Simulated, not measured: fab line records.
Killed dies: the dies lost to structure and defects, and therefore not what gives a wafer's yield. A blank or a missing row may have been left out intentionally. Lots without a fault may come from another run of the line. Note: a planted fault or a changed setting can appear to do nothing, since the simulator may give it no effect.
fab line records -- flow sky130
record lots=24, wafers=72, lastDay=50
route steps=708 shown METAL1@434 METAL2@485 VIA2@509 VIA3@589 CAP2M@615
lots untouched by any fault: they come from a run of this same line in which no faults occurred
startH: hours from the record's opening day to when the first of the lot's shown wafers began -- waitH: hours since the lot's step before -- " the same as in the row above -- L1.1+2: several wafers, shown together as one row -- - value missing, or start not given -- * or withheld: withheld -- < > ~ a bound
route shown NAME@n: names a module that has steps shown in the file, with the first one's number in the route -- usual: mean/standard deviation taken from wafers without a fault -- same: alike in all rows -- chamber/n: place in a boat -- sites: per-site readings -- _std_site: standard deviation across them -- _edge_site: inner sites' mean taken away from outer sites' mean -- radiusMm: how far each site lies from the wafer's centre -- mask NAME#n: copy n -- behind: the tool/chamber that last shaped the wafer -- hold: the reason the lot was held/the length of the hold in hours/how it ended -- device: transistor that didn't switch, given as n, p or np -- end of line: tests run on the same wafers once the route is complete -- step lacking rows: just its recipe -- killed: the dies lost at the first sort to structure and to defects; this is not the yield of the wafer -- map: a wafer's dies, x killed, . not, _ none there
set.NAME: setting as actually run; set.NAME@STEP: the setting as run at that earlier step -- model.NAME: the simulator's own value behind a step, which no gauge read
steps of the route over a sample of lots; a table a step, a row a wafer
services: the hour from which a tool's chamber was out of use, counted from the record's first day as startH (under 0 if before that day), plus the number of hours and why
## steps
# step SKY_METAL1_SPUTTER_00
# recipe material=Ti, targetThkNm=15, powerW=3000, timeS=10, chamberPressurePa=0.4
# usual throttleValvePct=30.2/1.4
lot.wafer,tool,chamber,startH,waitH,throttleValvePct
L074.4,pvdSputter-04,-,742.61,0.2,30.3
L074.5,pvdSputter-04,-,742.61,0.2,30.1
L074.6,pvdSputter-04,-,742.61,0.2,30.7
L075.4,pvdSputter-04,-,745.85,0.1,30.2
L075.5,pvdSputter-04,-,745.85,0.1,30.1
L075.6,pvdSputter-04,-,745.85,0.1,30.2
L076.3,pvdSputter-01,-,749.30,0.1,29.2
L076.4,pvdSputter-01,-,749.30,0.1,29.3
L076.6,pvdSputter-01,-,749.30,0.1,29.8
L077.1,pvdSputter-03,-,763.22,0.2,30.5
L077.2,pvdSputter-03,-,763.22,0.2,32.9
L077.3,pvdSputter-03,-,763.22,0.2,28.4
L078.1,pvdSputter-03,-,764.37,0.1,28.2
L078.2,pvdSputter-03,-,764.37,0.1,30.5
L078.4,pvdSputter-03,-,764.37,0.1,28.7
L079.2,pvdSputter-03,-,770.41,0.2,33.1
L079.3,pvdSputter-03,-,770.41,0.2,30.3
L079.6,pvdSputter-03,-,770.41,0.2,28.6
L080.3,pvdSputter-04,-,776.50,0.1,29.8
L080.4,pvdSputter-04,-,776.50,0.1,30.5
L080.5,pvdSputter-04,-,776.50,0.1,30.3
L081.1,pvdSputter-04,-,784.49,0.1,30.4
L081.2,pvdSputter-04,-,784.49,0.1,30.2
L081.6,pvdSputter-04,-,784.49,0.1,29.6
L082.1,pvdSputter-03,-,796.47,0.2,33.0
L082.3,pvdSputter-03,-,796.47,0.2,28.5
L082.6,pvdSputter-03,-,796.47,0.2,28.3
L083.2,pvdSputter-03,-,800.93,0.1,33.3
L083.3,pvdSputter-03,-,800.93,0.1,30.9
L083.6,pvdSputter-03,-,800.93,0.1,28.5
L084.1,pvdSputter-04,-,803.18,0.2,30.7
L084.3,pvdSputter-04,-,803.18,0.2,30.2
L084.6,pvdSputter-04,-,803.18,0.2,30.6
L085.1,pvdSputter-04,-,818.57,0.2,30.1
L085.2,pvdSputter-04,-,818.57,0.2,30.4
L085.6,pvdSputter-04,-,818.57,0.2,30.6
L086.1,pvdSputter-04,-,822.72,0.1,30.7
L086.3,pvdSputter-04,-,822.72,0.1,30.3
L086.5,pvdSputter-04,-,822.72,0.1,30.1
L087.3,pvdSputter-03,-,830.51,0.2,30.8
L087.5,pvdSputter-03,-,830.51,0.2,33.2
L087.6,pvdSputter-03,-,830.51,0.2,28.1
L088.1,pvdSputter-03,-,848.92,0.2,28.5
L088.2,pvdSputter-03,-,848.92,0.2,28.3
L088.3,pvdSputter-03,-,848.92,0.2,30.6
L089.2,pvdSputter-03,-,853.55,0.2,33.3
L089.4,pvdSputter-03,-,853.55,0.2,30.5
L089.6,pvdSputter-03,-,853.55,0.2,33.0
L090.1,pvdSputter-03,-,867.41,0.1,32.9
L090.5,pvdSputter-03,-,867.41,0.1,30.8
L090.6,pvdSputter-03,-,867.41,0.1,28.4
L091.1,pvdSputter-04,-,873.96,0.2,30.8
L091.2,pvdSputter-04,-,873.96,0.2,30.3
L091.5,pvdSputter-04,-,873.96,0.2,30.2
L093.1,pvdSputter-03,-,879.60,0.2,28.6
L093.4,pvdSputter-03,-,879.60,0.2,32.9
L093.5,pvdSputter-03,-,879.60,0.2,33.2
L092.1,pvdSputter-04,-,879.90,0.1,30.4
L092.3,pvdSputter-04,-,879.90,0.1,29.7
L092.4,pvdSputter-04,-,879.90,0.1,30.5
L094.1,pvdSputter-01,-,882.34,0.2,31.4
L094.4,pvdSputter-01,-,882.34,0.2,31.2
L094.6,pvdSputter-01,-,882.34,0.2,28.9
L095.1,pvdSputter-04,-,909.65,0.1,30.5
L095.4,pvdSputter-04,-,909.65,0.1,29.6
L095.5,pvdSputter-04,-,909.65,0.1,30.3
L097.1,pvdSputter-04,-,910.91,0.1,30.2
L097.3,pvdSputter-04,-,910.91,0.1,30.7
L097.5,pvdSputter-04,-,910.91,0.1,30.7
L096.3,pvdSputter-03,-,918.90,0.2,32.8
L096.4,pvdSputter-03,-,918.90,0.2,28.4
L096.5,pvdSputter-03,-,918.90,0.2,28.6
# step SKY_METAL1_THK_MEAS_06
# recipe thkMeasGauge=xrf, reads=AlCu_of_METAL1_SPUTTER_02
# usual METAL1_ALCU_THK=248.2/2.7
lot.wafer,tool,chamber,startH,waitH,METAL1_ALCU_THK[nm]
L074.4,filmMetro-03,-,742.90,0.1,247.1
L074.5,filmMetro-03,-,742.90,0.1,248.2
L074.6,filmMetro-03,-,742.90,0.1,248.8
L075.4,filmMetro-04,-,746.14,0.1,248.6
L075.5,filmMetro-04,-,746.14,0.1,249.8
L075.6,filmMetro-04,-,746.14,0.1,248.2
L076.3,filmMetro-03,-,749.58,0.1,249.6
L076.4,filmMetro-03,-,749.58,0.1,249.5
L076.6,filmMetro-03,-,749.58,0.1,248.5
L077.1,filmMetro-01,-,763.48,0.1,252.0
L077.2,filmMetro-01,-,763.48,0.1,253.2
L077.3,filmMetro-01,-,763.48,0.1,253.3
L078.1,filmMetro-04,-,764.63,0.1,249.8
L078.2,filmMetro-04,-,764.63,0.1,244.0
L078.4,filmMetro-04,-,764.63,0.1,245.0
L079.2,filmMetro-03,-,770.68,0.1,247.2
L079.3,filmMetro-03,-,770.68,0.1,248.6
L079.6,filmMetro-03,-,770.68,0.1,248.1
L080.3,filmMetro-01,-,776.78,0.1,246.6
L080.4,filmMetro-01,-,776.78,0.1,245.4
L080.5,filmMetro-01,-,776.78,0.1,244.8
L081.1,filmMetro-03,-,784.75,0.1,244.4
L081.2,filmMetro-03,-,784.75,0.1,246.1
L081.6,filmMetro-03,-,784.75,0.1,243.5
L082.1,filmMetro-01,-,796.73,0.1,251.0
L082.3,filmMetro-01,-,796.73,0.1,247.9
L082.6,filmMetro-01,-,796.73,0.1,251.4
L083.2,filmMetro-03,-,801.20,0.1,248.9
L083.3,filmMetro-03,-,801.20,0.1,246.2
L083.6,filmMetro-03,-,801.20,0.1,247.4
L084.1,filmMetro-01,-,803.44,0.1,244.4
L084.3,filmMetro-01,-,803.44,0.1,245.1
L084.6,filmMetro-01,-,803.44,0.1,244.6
L085.1,filmMetro-03,-,818.83,0.1,250.4
L085.2,filmMetro-03,-,818.83,0.1,249.5
L085.6,filmMetro-03,-,818.83,0.1,251.0
L086.1,filmMetro-01,-,822.98,0.1,245.5
L086.3,filmMetro-01,-,822.98,0.1,246.9
L086.5,filmMetro-01,-,822.98,0.1,247.3
L087.3,filmMetro-01,-,830.79,0.1,243.5
L087.5,filmMetro-01,-,830.79,0.1,246.9
L087.6,filmMetro-01,-,830.79,0.1,246.3
L088.1,filmMetro-01,-,849.18,0.1,249.8
L088.2,filmMetro-01,-,849.18,0.1,248.2
L088.3,filmMetro-01,-,849.18,0.1,247.5
L089.2,filmMetro-04,-,853.82,0.1,251.2
L089.4,filmMetro-04,-,853.82,0.1,252.4
L089.6,filmMetro-04,-,853.82,0.1,248.9
L090.1,filmMetro-01,-,867.67,0.1,247.0
L090.5,filmMetro-01,-,867.67,0.1,248.6
L090.6,filmMetro-01,-,867.67,0.1,249.1
L091.1,filmMetro-03,-,874.22,0.1,250.5
L091.2,filmMetro-03,-,874.22,0.1,250.7
L091.5,filmMetro-03,-,874.22,0.1,250.8
L093.1,filmMetro-04,-,879.86,0.1,247.2
L093.4,filmMetro-04,-,879.86,0.1,250.6
L093.5,filmMetro-04,-,879.86,0.1,248.7
L092.1,filmMetro-04,-,880.16,0.1,244.8
L092.3,filmMetro-04,-,880.16,0.1,244.3
L092.4,filmMetro-04,-,880.16,0.1,246.3
L094.1,filmMetro-01,-,882.60,0.1,251.1
L094.4,filmMetro-01,-,882.60,0.1,249.1
L094.6,filmMetro-01,-,882.60,0.1,250.9
L095.1,filmMetro-04,-,909.91,0.1,250.1
L095.4,filmMetro-04,-,909.91,0.1,252.3
L095.5,filmMetro-04,-,909.91,0.1,252.3
L097.1,filmMetro-04,-,911.17,0.1,249.4
L097.3,filmMetro-04,-,911.17,0.1,249.9
L097.5,filmMetro-04,-,911.17,0.1,248.8
L096.3,filmMetro-01,-,919.18,0.1,248.9
L096.4,filmMetro-01,-,919.18,0.1,250.8
L096.5,filmMetro-01,-,919.18,0.1,248.9
# step SKY_METAL2_SPUTTER_02
# recipe material=AlCu, targetThkNm=250, powerW=10600, timeS=12.93, chamberPressurePa=0.4
# usual throttleValvePct=30.0/1.5
lot.wafer,tool,chamber,startH,waitH,throttleValvePct
L074.4,pvdSputter-03,-,799.91,0.0,28.0
L074.5,pvdSputter-03,-,799.91,0.0,28.0
L074.6,pvdSputter-03,-,799.91,0.0,30.7
L075.4,pvdSputter-03,-,803.16,0.0,28.3
L075.5,pvdSputter-03,-,803.16,0.0,30.4
L075.6,pvdSputter-03,-,803.16,0.0,33.1
L076.3,pvdSputter-03,-,804.80,0.0,28.6
L076.4,pvdSputter-03,-,804.80,0.0,28.2
L076.6,pvdSputter-03,-,804.80,0.0,30.6
L077.1,pvdSputter-03,-,818.33,0.0,30.5
L077.2,pvdSputter-03,-,818.33,0.0,28.5
L077.3,pvdSputter-03,-,818.33,0.0,28.4
L078.1,pvdSputter-02,-,820.64,0.0,29.4
L078.2,pvdSputter-02,-,820.64,0.0,30.8
L078.4,pvdSputter-02,-,820.64,0.0,29.6
L079.2,pvdSputter-03,-,826.12,0.0,28.5
L079.3,pvdSputter-03,-,826.12,0.0,33.2
L079.6,pvdSputter-03,-,826.12,0.0,28.3
L080.3,pvdSputter-03,-,831.95,0.0,28.1
L080.4,pvdSputter-03,-,831.95,0.0,28.5
L080.5,pvdSputter-03,-,831.95,0.0,30.5
L081.1,pvdSputter-03,-,838.80,0.0,28.4
L081.2,pvdSputter-03,-,838.80,0.0,30.7
L081.6,pvdSputter-03,-,838.80,0.0,33.0
L082.1,pvdSputter-03,-,852.47,0.0,28.3
L082.3,pvdSputter-03,-,852.47,0.0,28.2
L082.6,pvdSputter-03,-,852.47,0.0,28.4
L083.2,pvdSputter-02,-,856.15,0.0,28.6
L083.3,pvdSputter-02,-,856.15,0.0,30.0
L083.6,pvdSputter-02,-,856.15,0.0,31.0
L084.1,pvdSputter-02,-,858.15,0.0,30.9
L084.3,pvdSputter-02,-,858.15,0.0,29.5
L084.6,pvdSputter-02,-,858.15,0.0,29.8
L085.1,pvdSputter-03,-,873.00,0.0,30.3
L085.2,pvdSputter-03,-,873.00,0.0,33.2
L085.6,pvdSputter-03,-,873.00,0.0,28.1
L086.1,pvdSputter-03,-,877.73,0.0,33.0
L086.3,pvdSputter-03,-,877.73,0.0,30.5
L086.5,pvdSputter-03,-,877.73,0.0,32.8
L087.3,pvdSputter-01,-,885.25,0.0,28.8
L087.5,pvdSputter-01,-,885.25,0.0,28.8
L087.6,pvdSputter-01,-,885.25,0.0,29.8
L088.1,pvdSputter-01,-,903.12,0.0,29.7
L088.2,pvdSputter-01,-,903.12,0.0,29.0
L088.3,pvdSputter-01,-,903.12,0.0,31.4
L089.2,pvdSputter-01,-,907.96,0.0,29.4
L089.4,pvdSputter-01,-,907.96,0.0,29.9
L089.6,pvdSputter-01,-,907.96,0.0,29.6
L090.1,pvdSputter-01,-,920.64,0.0,29.8
L090.5,pvdSputter-01,-,920.64,0.0,31.5
L090.6,pvdSputter-01,-,920.64,0.0,29.8
L091.1,pvdSputter-03,-,928.10,0.0,30.7
L091.2,pvdSputter-03,-,928.10,0.0,28.5
L091.5,pvdSputter-03,-,928.10,0.0,28.1
L093.1,pvdSputter-02,-,932.17,0.0,29.8
L093.4,pvdSputter-02,-,932.17,0.0,28.6
L093.5,pvdSputter-02,-,932.17,0.0,31.0
L092.1,pvdSputter-03,-,932.66,0.0,30.5
L092.3,pvdSputter-03,-,932.66,0.0,28.5
L092.4,pvdSputter-03,-,932.66,0.0,27.9
L094.1,pvdSputter-02,-,935.24,0.0,30.5
L094.4,pvdSputter-02,-,935.24,0.0,29.4
L094.6,pvdSputter-02,-,935.24,0.0,29.3
L095.1,pvdSputter-03,-,962.24,0.0,33.0
L095.4,pvdSputter-03,-,962.24,0.0,28.1
L095.5,pvdSputter-03,-,962.24,0.0,28.5
L097.1,pvdSputter-01,-,962.79,0.0,31.0
L097.3,pvdSputter-01,-,962.79,0.0,28.8
L097.5,pvdSputter-01,-,962.79,0.0,29.8
L096.3,pvdSputter-01,-,969.72,0.0,29.3
L096.4,pvdSputter-01,-,969.72,0.0,29.4
L096.5,pvdSputter-01,-,969.72,0.0,31.6
# step SKY_VIA2_CMP_02
# recipe material=SiO2, downForcePsi=4, platenRpm=60, padVelocityMS=0.94248
# usual motorCurrentA=12.7/1.1
lot.wafer,tool,chamber,startH,waitH,motorCurrentA
L074.4,cmp-02,2,827.12,0.1,12.9
L074.5,cmp-02,0,827.12,0.1,10.9
L074.6,cmp-02,1,827.12,0.1,12.6
L075.4,cmp-02,0,830.70,0.0,11.0
L075.5,cmp-02,0,830.70,0.0,10.8
L075.6,cmp-02,1,830.70,0.0,12.0
L076.3,cmp-02,2,832.32,0.1,13.7
L076.4,cmp-02,0,832.32,0.1,10.9
L076.6,cmp-02,1,832.32,0.1,13.7
L077.2,cmp-01,2,844.65,0.0,14.1
L077.3,cmp-01,3,844.65,0.0,12.2
L077.1,cmp-01,1,844.65,0.0,13.6
L078.2,cmp-02,0,847.47,0.0,11.0
L078.1,cmp-02,2,847.47,0.0,13.4
L078.4,cmp-02,3,847.47,0.0,11.2
L079.2,cmp-01,2,853.82,0.0,13.9
L079.3,cmp-01,3,853.82,0.0,12.7
L079.6,cmp-01,2,853.82,0.0,14.3
L080.3,cmp-02,0,859.29,0.1,10.3
L080.4,cmp-02,1,859.29,0.1,12.7
L080.5,cmp-02,3,859.29,0.1,11.6
L081.1,cmp-01,3,865.98,0.1,12.8
L081.2,cmp-01,2,865.98,0.1,13.4
L081.6,cmp-01,0,865.98,0.1,11.6
L082.3,cmp-01,3,879.59,0.1,12.4
L082.1,cmp-01,1,879.59,0.1,13.7
L082.6,cmp-01,2,879.59,0.1,14.4
L083.2,cmp-02,3,883.27,0.0,11.5
L083.3,cmp-02,2,883.27,0.0,13.7
L083.6,cmp-02,0,883.27,0.0,10.8
L084.3,cmp-01,3,885.45,0.0,12.3
L084.1,cmp-01,2,885.45,0.0,14.4
L084.6,cmp-01,0,885.45,0.0,11.8
L085.2,cmp-02,0,899.05,0.0,10.7
L085.1,cmp-02,3,899.05,0.0,11.3
L085.6,cmp-02,1,899.05,0.0,12.9
L086.3,cmp-02,0,904.37,0.1,10.9
L086.1,cmp-02,1,904.37,0.1,13.2
L086.5,cmp-02,2,904.37,0.1,13.9
L087.3,cmp-01,2,911.49,0.1,14.4
L087.5,cmp-01,1,911.49,0.1,13.6
L087.6,cmp-01,2,911.49,0.1,14.4
L088.2,cmp-02,2,929.18,0.0,13.5
L088.1,cmp-02,3,929.18,0.0,11.6
L088.3,cmp-02,1,929.18,0.0,13.2
L089.4,cmp-01,2,933.87,0.2,13.8
L089.2,cmp-01,0,933.87,0.2,11.8
L089.6,cmp-01,2,933.87,0.2,14.0
L090.1,cmp-01,2,946.25,0.2,13.9
L090.5,cmp-01,3,946.25,0.2,12.8
L090.6,cmp-01,0,946.25,0.2,11.5
L091.2,cmp-01,3,954.95,0.3,12.6
L091.1,cmp-01,0,954.95,0.3,12.7
L091.5,cmp-01,2,954.95,0.3,13.8
L093.4,cmp-01,1,958.06,0.1,12.9
L093.1,cmp-01,3,958.06,0.1,12.8
L093.5,cmp-01,1,958.06,0.1,13.4
L092.3,cmp-01,1,958.31,0.1,13.6
L092.4,cmp-01,2,958.31,0.1,13.5
L092.1,cmp-01,3,958.31,0.1,12.6
L094.1,cmp-01,0,961.76,0.1,12.2
L094.4,cmp-01,3,961.76,0.1,12.2
L094.6,cmp-01,1,961.76,0.1,13.8
L095.1,cmp-01,3,987.26,0.1,12.0
L095.4,cmp-01,1,987.26,0.1,13.6
L095.5,cmp-01,0,987.26,0.1,11.5
L097.1,cmp-01,1,987.86,0.2,13.3
L097.3,cmp-01,0,987.86,0.2,12.1
L097.5,cmp-01,1,987.86,0.2,13.9
L096.4,cmp-02,2,994.72,0.0,13.8
L096.3,cmp-02,0,994.72,0.0,10.8
L096.5,cmp-02,2,994.72,0.0,13.4
# step SKY_VIA3_STRIP_16
# recipe chemistry=O2/N2, powerW=1400, pressureMtorr=1500, platenTempC=withheld, o2FlowSccm=3000, n2FlowSccm=300, overashFraction=0.5
# usual drypumpMotorCurrentA=5.9/0.52, o2FlowSccm=2999/8.2, oesProductAu=0.401/0.0046, stripTimeToEndpointS=4.126/0.019
lot.wafer,tool,chamber,startH,waitH,drypumpMotorCurrentA,o2FlowSccm,oesProductAu,rfHoursCounterH,stripTimeToEndpointS
L074.4,plasmaAsher-02,0,933.44,0.1,5.4,2996,0.399,-,4.143
L074.5,plasmaAsher-02,0,933.44,0.1,5.4,3009,0.406,-,4.112
L074.6,plasmaAsher-02,1,933.44,0.1,6.4,2991,0.406,-,4.155
L075.4,plasmaAsher-03,0,935.46,0.0,5.5,2997,0.406,-,4.128
L075.5,plasmaAsher-03,1,935.46,0.0,6.5,2993,0.403,-,4.128
L075.6,plasmaAsher-03,0,935.46,0.0,5.5,2997,0.400,-,4.114
L076.3,plasmaAsher-03,0,939.04,0.1,5.5,2998,0.400,-,4.099
L076.4,plasmaAsher-03,1,939.04,0.1,6.5,3007,0.406,-,4.080
L076.6,plasmaAsher-03,1,939.04,0.1,6.5,3002,0.404,-,4.085
L077.1,plasmaAsher-02,1,947.29,0.0,6.5,2996,0.399,18,4.145
L077.2,plasmaAsher-02,0,947.29,0.0,5.4,2985,0.411,18,4.163
L077.3,plasmaAsher-02,1,947.29,0.0,6.5,2987,0.398,-,4.131
L078.1,plasmaAsher-02,1,953.09,0.0,6.4,2997,0.401,18,4.119
L078.2,plasmaAsher-02,0,953.09,0.0,5.5,2986,0.395,18,4.152
L078.4,plasmaAsher-02,0,953.09,0.0,5.4,2993,0.397,-,4.132
L079.2,plasmaAsher-02,0,958.31,0.0,5.4,3013,0.405,19,4.152
L079.3,plasmaAsher-02,1,958.31,0.0,6.4,2995,0.401,-,4.136
L079.6,plasmaAsher-02,1,958.31,0.0,6.4,2991,0.402,-,4.140
L080.3,plasmaAsher-04,1,963.21,0.1,5.1,3000,0.405,-,4.140
L080.4,plasmaAsher-04,0,963.21,0.1,6.1,2999,0.410,-,4.107
L080.5,plasmaAsher-04,1,963.21,0.1,5.1,2997,0.403,-,4.124
L081.1,plasmaAsher-03,0,968.19,0.0,5.5,3014,0.395,106,4.113
L081.2,plasmaAsher-03,1,968.19,0.0,6.5,2991,0.397,106,4.140
L081.6,plasmaAsher-03,0,968.19,0.0,5.5,3011,0.404,-,4.126
L082.1,plasmaAsher-03,1,981.73,0.0,6.5,3001,0.395,107,4.090
L082.3,plasmaAsher-03,0,981.73,0.0,5.5,2984,0.396,-,4.103
L082.6,plasmaAsher-03,1,981.73,0.0,6.5,2994,0.398,-,4.109
L083.2,plasmaAsher-02,0,986.12,0.0,5.5,2991,0.405,22,4.131
L083.3,plasmaAsher-02,0,986.12,0.0,5.4,2988,0.405,-,4.119
L083.6,plasmaAsher-02,1,986.12,0.0,6.4,3015,0.391,-,4.135
L084.1,plasmaAsher-04,0,988.21,0.0,6.1,3005,0.406,56,4.118
L084.3,plasmaAsher-04,0,988.21,0.0,6.2,3005,0.396,-,4.090
L084.6,plasmaAsher-04,0,988.21,0.0,6.2,2980,0.398,-,4.113
L085.1,plasmaAsher-04,1,998.69,0.0,5.1,2996,0.395,57,4.114
L085.2,plasmaAsher-04,0,998.69,0.0,6.1,2996,0.400,57,4.099
L085.6,plasmaAsher-04,1,998.69,0.0,5.2,3002,0.405,-,4.118
L086.1,plasmaAsher-04,1,1010.43,0.0,5.2,2997,0.397,59,4.123
L086.3,plasmaAsher-04,1,1010.43,0.0,5.1,2985,0.402,-,4.096
L086.5,plasmaAsher-04,0,1010.43,0.0,6.1,3000,0.397,-,4.115
L087.3,plasmaAsher-02,0,1012.85,0.1,5.4,2994,0.410,-,4.137
L087.5,plasmaAsher-02,1,1012.85,0.1,6.5,2986,0.405,-,4.115
L087.6,plasmaAsher-02,0,1012.85,0.1,5.4,3005,0.400,-,4.138
L088.1,plasmaAsher-04,1,1029.25,0.0,5.1,3002,0.403,61,4.131
L088.2,plasmaAsher-04,0,1029.25,0.0,6.2,3013,0.407,61,4.131
L088.3,plasmaAsher-04,1,1029.25,0.0,5.1,3015,0.400,-,4.126
L089.2,plasmaAsher-02,1,1032.35,0.0,6.4,2999,0.401,28,4.124
L089.4,plasmaAsher-02,0,1032.35,0.0,5.4,3007,0.394,-,4.132
L089.6,plasmaAsher-02,0,1032.35,0.0,5.4,2995,0.399,-,4.177
L090.1,plasmaAsher-03,1,1042.68,0.0,6.5,2998,0.404,108,4.123
L090.5,plasmaAsher-03,0,1042.68,0.0,5.5,2997,0.402,-,4.140
L090.6,plasmaAsher-03,1,1042.68,0.0,6.5,3004,0.392,-,4.166
L091.1,plasmaAsher-02,0,1052.53,0.0,5.4,2989,0.398,30,4.138
L091.2,plasmaAsher-02,1,1052.53,0.0,6.4,2994,0.398,30,4.129
L091.5,plasmaAsher-02,0,1052.53,0.0,5.4,3004,0.410,-,4.148
L093.1,plasmaAsher-02,0,1054.78,0.0,5.4,3012,0.400,31,4.132
L093.4,plasmaAsher-02,1,1054.78,0.0,6.4,2989,0.396,-,4.125
L093.5,plasmaAsher-02,1,1054.78,0.0,6.4,3001,0.404,-,4.134
L092.1,plasmaAsher-02,1,1055.63,0.1,6.4,2995,0.403,31,4.112
L092.3,plasmaAsher-02,0,1055.63,0.1,5.5,3001,0.406,-,4.125
L092.4,plasmaAsher-02,1,1055.63,0.1,6.4,3002,0.399,-,4.094
L094.1,plasmaAsher-02,1,1059.26,0.0,6.5,3006,0.397,32,4.086
L094.4,plasmaAsher-02,1,1059.26,0.0,6.4,2991,0.405,-,4.168
L094.6,plasmaAsher-02,0,1059.26,0.0,5.4,3014,0.403,-,4.133
L095.1,plasmaAsher-02,1,1081.48,0.0,6.4,3010,0.404,34,4.133
L095.4,plasmaAsher-02,1,1081.48,0.0,6.4,3002,0.403,-,4.149
L095.5,plasmaAsher-02,1,1081.48,0.0,6.4,3002,0.399,-,4.132
L097.1,plasmaAsher-02,0,1083.08,0.0,5.4,3013,0.400,35,4.159
L097.3,plasmaAsher-02,1,1083.08,0.0,6.5,3002,0.410,-,4.154
L097.5,plasmaAsher-02,0,1083.08,0.0,5.4,3000,0.401,-,4.160
L096.3,plasmaAsher-02,0,1087.09,0.1,5.4,2988,0.410,-,4.113
L096.4,plasmaAsher-02,1,1087.09,0.1,6.4,3001,0.401,-,4.140
L096.5,plasmaAsher-02,1,1087.09,0.1,6.5,3000,0.396,-,4.104
# step SKY_CAP2M_OVL_MEAS_12
# usual CAP2M_OVL=-0.5/1.2
lot.wafer,tool,chamber,startH,waitH,CAP2M_OVL[nm]
L074.4,overlay-02,-,959.35,0.1,-0.4
L074.5,overlay-02,-,959.35,0.1,-1.4
L074.6,overlay-02,-,959.35,0.1,-0.8
L075.4,overlay-01,-,960.99,0.1,-0.4
L075.5,overlay-01,-,960.99,0.1,-0.1
L075.6,overlay-01,-,960.99,0.1,-0.4
L076.3,overlay-01,-,965.49,0.1,-3.6
L076.4,overlay-01,-,965.49,0.1,-1.4
L076.6,overlay-01,-,965.49,0.1,-0.5
L077.1,overlay-02,-,972.23,0.1,-1.4
L077.2,overlay-02,-,972.23,0.1,-1.2
L077.3,overlay-02,-,972.23,0.1,-1.6
L078.1,overlay-02,-,978.92,0.1,0.2
L078.2,overlay-02,-,978.92,0.1,-0.3
L078.4,overlay-02,-,978.92,0.1,-0.5
L079.2,overlay-01,-,984.03,0.1,0.8
L079.3,overlay-01,-,984.03,0.1,-0.1
L079.6,overlay-01,-,984.03,0.1,0.8
L080.3,overlay-02,-,989.29,0.1,-1.9
L080.4,overlay-02,-,989.29,0.1,-1.6
L080.5,overlay-02,-,989.29,0.1,-1.6
L081.1,overlay-02,-,992.44,0.1,-0.5
L081.2,overlay-02,-,992.44,0.1,0.2
L081.6,overlay-02,-,992.44,0.1,-1.1
L082.1,overlay-01,-,1007.19,0.1,-0.3
L082.3,overlay-01,-,1007.19,0.1,-1.6
L082.6,overlay-01,-,1007.19,0.1,-0.2
L083.2,overlay-02,-,1010.59,0.1,-0.2
L083.3,overlay-02,-,1010.59,0.1,-0.9
L083.6,overlay-02,-,1010.59,0.1,-2.2
L084.1,overlay-01,-,1013.23,0.1,-0.7
L084.3,overlay-01,-,1013.23,0.1,1.3
L084.6,overlay-01,-,1013.23,0.1,-0.3
L085.1,overlay-01,-,1022.73,0.1,0.5
L085.2,overlay-01,-,1022.73,0.1,-3.1
L085.6,overlay-01,-,1022.73,0.1,0.1
L086.1,overlay-01,-,1034.94,0.1,-0.9
L086.3,overlay-01,-,1034.94,0.1,-1.5
L086.5,overlay-01,-,1034.94,0.1,1.1
L087.3,overlay-02,-,1036.83,0.1,-0.7
L087.5,overlay-02,-,1036.83,0.1,0.8
L087.6,overlay-02,-,1036.83,0.1,0.9
L088.1,overlay-01,-,1053.33,0.1,1.4
L088.2,overlay-01,-,1053.33,0.1,0.3
L088.3,overlay-01,-,1053.33,0.1,1.7
L089.2,overlay-01,-,1055.78,0.1,0.1
L089.4,overlay-01,-,1055.78,0.1,-0.5
L089.6,overlay-01,-,1055.78,0.1,-0.9
L090.1,overlay-02,-,1065.19,0.1,-2.3
L090.5,overlay-02,-,1065.19,0.1,-1.3
L090.6,overlay-02,-,1065.19,0.1,-1.8
L091.1,overlay-01,-,1075.93,0.1,0.8
L091.2,overlay-01,-,1075.93,0.1,1.3
L091.5,overlay-01,-,1075.93,0.1,1.1
L093.1,overlay-02,-,1077.42,0.1,-1.4
L093.4,overlay-02,-,1077.42,0.1,-0.6
L093.5,overlay-02,-,1077.42,0.1,-0.7
L092.1,overlay-01,-,1078.89,0.1,-1.8
L092.3,overlay-01,-,1078.89,0.1,0.7
L092.4,overlay-01,-,1078.89,0.1,-0.2
L094.1,overlay-01,-,1082.29,0.1,-0.2
L094.4,overlay-01,-,1082.29,0.1,-0.7
L094.6,overlay-01,-,1082.29,0.1,-0.6
L095.1,overlay-01,-,1103.54,0.1,0.3
L095.4,overlay-01,-,1103.54,0.1,0.4
L095.5,overlay-01,-,1103.54,0.1,-1.3
L097.1,overlay-01,-,1104.32,0.1,-0.4
L097.3,overlay-01,-,1104.32,0.1,1.5
L097.5,overlay-01,-,1104.32,0.1,2.6
L096.3,overlay-01,-,1109.13,0.1,-0.2
L096.4,overlay-01,-,1109.13,0.1,-0.6
L096.5,overlay-01,-,1109.13,0.1,-1.3
## services
tool,chamber,startH,hours,kind
cmp-02,-,723.58,0.4,repair
cmp-02,-,729.09,0.8,repair
plasmaAsher-02,-,733.75,9.0,pm
plasmaAsher-02,-,737.72,0.4,repair
cmp-01,-,744.24,4.0,pm
plasmaAsher-02,-,747.12,1.4,repair
pvdSputter-04,-,747.59,2.7,repair
plasmaAsher-02,-,768.09,3.8,pm
cmp-02,-,769.08,4.0,repair
pvdSputter-03,-,791.32,2.4,repair
cmp-02,-,803.72,0.6,repair
pvdSputter-03,-,855.91,0.9,repair
pvdSputter-04,-,889.97,1.9,repair
plasmaAsher-02,-,896.95,15.6,pm
cmp-02,-,912.02,4.0,pm
cmp-01,-,923.74,1.1,repair
cmp-01,-,925.22,0.6,repair
pvdSputter-04,-,950.55,2.1,repair
cmp-02,-,952.55,3.2,repair
cmp-01,-,974.46,7.8,pm
cmp-01,-,993.49,5.3,pm
pvdSputter-03,-,994.27,2.5,repair
cmp-01,-,999.10,0.8,repair
cmp-01,-,1084.24,4.0,pm
## key
fault none
